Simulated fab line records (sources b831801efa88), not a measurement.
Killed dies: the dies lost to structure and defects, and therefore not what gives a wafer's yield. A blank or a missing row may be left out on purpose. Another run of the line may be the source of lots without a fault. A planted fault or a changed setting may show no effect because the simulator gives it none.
2 desks, one fault | flow gf180mcu | numbers are kept per desk, each desk with only its own; the story behind them comes last

== THE METROLOGY DESK ==
What the gauges read for every lot (on any tool): the sampled wafers with a number, averaged. A lot is out of limits, marked OUT, if its mean lies more than 4 standard deviations from the usual mean; the brackets give that distance.
Columns: A = CONTACT_W_THK at GF_CONTACT_THK_MEAS_26, usual 335 nm; B = cd nm at GF_M1_CD_MEAS_14, usual 229.6 nm
lot  | first seen here | A   | B
L791 | day 16 02:42    | 334 | 227.5
L792 | day 16 11:55    | 342 | 232.5
L793 | day 16 22:31    | 340 | 229.9
L796 | day 18 04:58    | 339 | 229.7
L798 | day 18 20:52    | 334 | 230.1
L805 | day 22 00:19    | 331 | 230.3
L804 | day 22 07:26    | 335 | 230.1
L807 | day 22 12:53    | 334 | 229.5
L806 | day 22 14:31    | 338 | 230.1
L808 | day 22 18:51    | 330 | 230.7
L810 | day 23 02:22    | 334 | 230.4
L811 | day 23 17:17    | 333 | 229.3
L813 | day 24 05:19    | 335 | 230.0
This desk found nothing out of limits on any of the 13 lots.

== TOOL OWNER'S DESK, pvd sputter-02 ==
The tool's own readings at GF_M1_SPUTTER_03 (material Ti, target thk 10 nm, time 6.7 s): means of the sampled wafers that have a number, for each lot that ran on this tool. A lot is out of limits, marked OUT, if its mean lies more than 4 standard deviations from the usual mean; the brackets give that distance.
Columns: A = cathode dc power W at GF_M1_SPUTTER_03, usual 3000.1 W; B = chamber pressure pa at GF_M1_SPUTTER_03, usual 0.2999 Pa; C = throttle valve pct at GF_M1_SPUTTER_03, usual 29.9 %
lot  | first seen here | A      | B      | C
L791 | day 16 03:13    | 2999.9 | 0.2999 | 29.1
L793 | day 16 23:10    | 2999.7 | 0.3004 | 29.4
L805 | day 22 00:50    | 2999.7 | 0.2996 | 30.7
L806 | day 22 15:02    | 3000.0 | 0.2998 | 29.1
L808 | day 22 19:22    | 3000.0 | 0.3002 | 29.7
L813 | day 24 05:49    | 2999.8 | 0.3002 | 29.8
This desk found nothing out of limits on any of the 6 lots.

== BROUGHT TOGETHER ==
The metrology desk saw nothing out of limits.
The desk of the tool owner found nothing out of limits.

== WHAT HAD BEEN PUT IN BY THE SIMULATOR ==
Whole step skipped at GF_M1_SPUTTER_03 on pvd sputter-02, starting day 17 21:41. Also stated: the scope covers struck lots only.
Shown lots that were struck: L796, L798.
